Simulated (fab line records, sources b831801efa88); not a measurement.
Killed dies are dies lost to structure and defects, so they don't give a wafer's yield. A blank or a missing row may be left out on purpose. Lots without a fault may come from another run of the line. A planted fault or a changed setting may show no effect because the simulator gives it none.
Which tool did it? | flow sky130 | 11 lots, 33 wafers sampled, at 4 steps of a route of 708

WHAT THE GAUGES READ, wafer by wafer
SKY_VIA1_OVL_MEAS_13.
lot  | measured     | on         | VIA1_OVL (nm)
L272 | day 34 21:31 | overlay-02 | 2 -1 -2
L274 | day 35 08:49 | overlay-02 | -3 -2 -5
L277 | day 36 01:38 | overlay-02 | -1 -1 -3
L278 | day 36 16:17 | overlay-02 | -9 -12 -9
L281 | day 37 20:39 | overlay-01 | -5 -1 -4
L286 | day 38 23:55 | overlay-01 | 3 -2 3
L288 | day 39 10:19 | overlay-01 | 0 0 -3
L289 | day 39 12:47 | overlay-01 | 1 -7 -11
L290 | day 39 19:31 | overlay-01 | -4 -3 -3
L291 | day 40 03:13 | overlay-01 | 9 11 6
L293 | day 40 15:40 | overlay-01 | -6 -5 -7

SKY_CAPM_THK_MEAS_01.
lot  | measured     | on            | CAPM_CVD_00_THK (nm)
L272 | day 37 05:17 | film_metro-03 | 15.44 15.25 15.58
L274 | day 37 17:37 | film_metro-03 | 15.31 15.82 15.74
L277 | day 38 11:05 | film_metro-02 | 16.14 16.37 16.24
L278 | day 38 23:52 | film_metro-04 | 15.97 16.40 16.29 16.02 16.41 16.37
L281 | day 40 03:30 | film_metro-04 | 15.59 15.40 15.80
L286 | day 41 05:33 | film_metro-04 | 15.67 15.48 15.92
L288 | day 41 15:04 | film_metro-04 | 15.69 15.77 15.81
L289 | day 41 18:05 | film_metro-03 | 15.59 15.67 15.62
L290 | day 42 00:05 | film_metro-02 | 15.54 15.28 15.60
L291 | day 42 08:05 | film_metro-03 | 15.60 15.74 15.82
L293 | day 42 20:53 | film_metro-04 | 15.41 15.24 15.60

WHICH TOOL RAN EACH LOT (tool, then ch and the chambers of the sampled wafers, then the start)
lot  | SKY_VIA1_STRIP_16                    | SKY_CAPM_CVD_00
L272 | plasma_asher-02 ch 0,1, day 34 21:38 | pecvd-03 ch 1,2, day 37 05:15
L274 | plasma_asher-03 ch 0,1, day 35 08:56 | pecvd-03 ch 0,1,2, day 37 17:35
L277 | plasma_asher-03 ch 0,1, day 36 01:46 | pecvd-03 ch 0,1,2, day 38 11:04
L278 | plasma_asher-03 ch 0,1, day 36 16:24 | pecvd-03 ch 0,2, day 38 23:50
L281 | plasma_asher-03 ch 0, day 37 20:46   | pecvd-01 ch 0,1,2, day 40 03:28
L286 | plasma_asher-02 ch 0,1, day 39 00:02 | pecvd-01 ch 0,1,2, day 41 05:31
L288 | plasma_asher-02 ch 0,1, day 39 10:26 | pecvd-01 ch 0,1,2, day 41 15:03
L289 | plasma_asher-03 ch 0,1, day 39 12:55 | pecvd-03 ch 0,1,2, day 41 18:04
L290 | plasma_asher-03 ch 0,1, day 39 19:38 | pecvd-01 ch 0,1, day 42 00:04
L291 | plasma_asher-01 ch 0,1, day 40 03:20 | pecvd-03 ch 0,1,2, day 42 08:04
L293 | plasma_asher-03 ch 0,1, day 40 15:47 | pecvd-01 ch 0,2, day 42 20:52
- SKY_VIA1_STRIP_16: strips in O2/N2.
- SKY_CAPM_CVD_00: deposits SiO2, target thk 15.5 nm.

WHAT THE TOOLS THEMSELVES READ (means of the sampled wafers that have a number; where no wafer has one, the mark that the record gives instead)
SKY_VIA1_STRIP_16.
lot  | tool            | drypump_motor_current_A (A) | oes_product_au (a.u.) | strip_time_to_endpoint_s (s)
L272 | plasma_asher-02 | 5.7                         | 0.417                 | 4.444
L274 | plasma_asher-03 | 5.8                         | 0.420                 | 4.466
L277 | plasma_asher-03 | 6.2                         | 0.414                 | 4.454
L278 | plasma_asher-03 | 6.2                         | 0.415                 | 4.481
L281 | plasma_asher-03 | 5.4                         | 0.417                 | 4.465
L286 | plasma_asher-02 | 5.7                         | 0.413                 | 4.467
L288 | plasma_asher-02 | 6.0                         | 0.412                 | 4.482
L289 | plasma_asher-03 | 6.2                         | 0.413                 | 4.464
L290 | plasma_asher-03 | 6.2                         | 0.415                 | 4.469
L291 | plasma_asher-01 | 5.8                         | 0.412                 | 4.443
L293 | plasma_asher-03 | 5.8                         | 0.415                 | 4.445

SKY_CAPM_CVD_00.
lot  | tool     | heater_power_w (W) | rf_fwd_power_W (W)
L272 | pecvd-03 | 726                | 440.8
L274 | pecvd-03 | 810                | 443.5
L277 | pecvd-03 | 734                | 514.6
L278 | pecvd-03 | 600                | 514.4
L281 | pecvd-01 | 678                | 442.9
L286 | pecvd-01 | 622                | 442.3
L288 | pecvd-01 | 672                | 443.5
L289 | pecvd-03 | 730                | 442.9
L290 | pecvd-01 | 609                | 441.4
L291 | pecvd-03 | 800                | 440.9
L293 | pecvd-01 | 674                | 441.3

THE ANSWER, worked out from the rows above alone
Rule: what is usual is taken from the lots themselves. Put in order of their means at a reading, lots are off if they are a third of the lots or fewer, leave a main group of 4 or more, and stand apart from it by a gap of 3 or more times the standard deviation of the main group's means; of several such gaps the widest counts. A main group whose means are all the same, to the digits that the tables above print for the reading, isn't used. A lot without any number at a reading at which 4 lots or more have one is off too. The other lots that the step has rows for count as sound. The gauges are gone through in route order, then the tools' own readings, and for those a lot's mean is taken as printed above. The first step at which some lot is off is used, and at that step the reading that is off furthest; a lot without a number counts as furthest.
Off: L277, L278, at SKY_CAPM_THK_MEAS_01 (CAPM_CVD_00_THK). The main group: mean 15.59 nm, standard deviation 0.12.
A tool fits if, at a process step before that reading, it ran every lot that is off, and no sound lot after the first of them. The gauges at SKY_CAPM_THK_MEAS_01 aren't tried: what is off there is off at SKY_CAPM_CVD_00 too, on other tools, and a gauge's error can't cause that. None of those tried fits.

WHAT THE SIMULATOR HAD PUT IN
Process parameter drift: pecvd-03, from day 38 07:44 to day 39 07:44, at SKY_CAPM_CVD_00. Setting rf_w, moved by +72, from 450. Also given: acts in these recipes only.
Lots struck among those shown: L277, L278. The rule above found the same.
